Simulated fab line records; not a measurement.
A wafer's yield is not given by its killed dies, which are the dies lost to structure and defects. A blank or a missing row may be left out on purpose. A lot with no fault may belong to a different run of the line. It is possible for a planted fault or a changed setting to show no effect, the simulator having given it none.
2 desks, one fault | flow sky130 | every desk sees just its own numbers, and what lay behind them comes last

## TOOL OWNER'S DESK, cvd w-01
The tool's own readings at SKY_VIA4_CVD_18 (deposits W, target thk 505 nm, time 152.14 s): means of the sampled wafers that have a number, for each lot that ran on this tool. The brackets show how far a lot's mean lies from the usual mean; more than 4 standard deviations puts the lot out of limits, marked OUT.
Columns: A = heater power w at SKY_VIA4_CVD_18, usual 899 W; B = susceptor temp C at SKY_VIA4_CVD_18, usual 399.99 C
lot  | first seen here | A   | B
L914 | day 43 01:01    | 938 | 399.95
L921 | day 45 23:37    | 942 | 399.90
L930 | day 47 13:13    | 893 | 396.91 (-15) OUT
L931 | day 47 13:31    | 892 | 393.96 (-29) OUT
L933 | day 47 22:22    | 899 | 390.82 (-44) OUT
This desk's finding: out of limits on L930, L931, L933; first on L930, day 47 13:13 (susceptor temp C at SKY_VIA4_CVD_18). In limits: L914, L921.

## AT THE METROLOGY DESK
Lot by lot, what the gauges showed, no matter which tool ran the lot: averages of those sampled wafers that carry a number. The brackets show how far a lot's mean lies from the usual mean; more than 4 standard deviations puts the lot out of limits, marked OUT.
Columns: A = VIA3_W_THK at SKY_VIA3_THK_MEAS_23, usual 394 nm; B = VIA4_W_RS at SKY_VIA4_RS_MEAS_19, usual 0.2254 ohm/sq; C = VIA4_W_THK at SKY_VIA4_THK_MEAS_20, usual 512 nm; D = METAL5_ALCU_RS at SKY_METAL5_RS_MEAS_05, usual 0.0272 ohm/sq
lot  | first seen here | A   | B                 | C              | D
L912 | day 39 15:25    | 391 | 0.2261            | 503            | 0.0269
L913 | day 39 19:36    | 398 | 0.2246            | 505            | 0.0275
L914 | day 39 21:38    | 398 | 0.2272            | 502            | 0.0273
L923 | day 42 22:13    | 400 | 0.2238            | 519            | 0.0270
L921 | day 43 02:58    | 392 | 0.2270            | 513            | 0.0269
L925 | day 43 20:16    | 391 | 0.2268            | 499            | 0.0275
L930 | day 44 19:07    | 396 | 0.2370 (+5.5) OUT | 491            | 0.0274
L931 | day 44 22:02    | 383 | 0.2541 (+14) OUT  | 458 (-7.1) OUT | 0.0269
L932 | day 45 03:43    | 393 | 0.2237            | 520            | 0.0268
L933 | day 45 04:41    | 394 | 0.2663 (+19) OUT  | 439 (-9.6) OUT | 0.0273
This desk reports L930, L931, L933 out of limits; the earliest was L930 at day 47 13:22 (VIA4_W_RS at SKY_VIA4_RS_MEAS_19). In limits: L912, L913, L914, L923, L921, L925, L932.

## ALL TOGETHER
An alarm could have come from the tool owner's desk at day 47 13:13, on L930, L931, L933.
At day 47 13:22 the metrology desk could have sounded an alarm, on L930, L931, L933.
Of the lots named, all ran SKY_VIA4_CVD_18 on cvd w-01.

## WHAT WAS PUT IN BY THE SIMULATOR
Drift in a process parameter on cvd w-01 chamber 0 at SKY_VIA4_CVD_18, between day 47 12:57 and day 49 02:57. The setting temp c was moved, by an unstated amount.
Lots struck among those shown: L930, L931, L933.
Delay (hours) between the fault's onset and each desk's first out-of-limits reading: 0 at the tool owner's desk, 0 at the metrology desk.
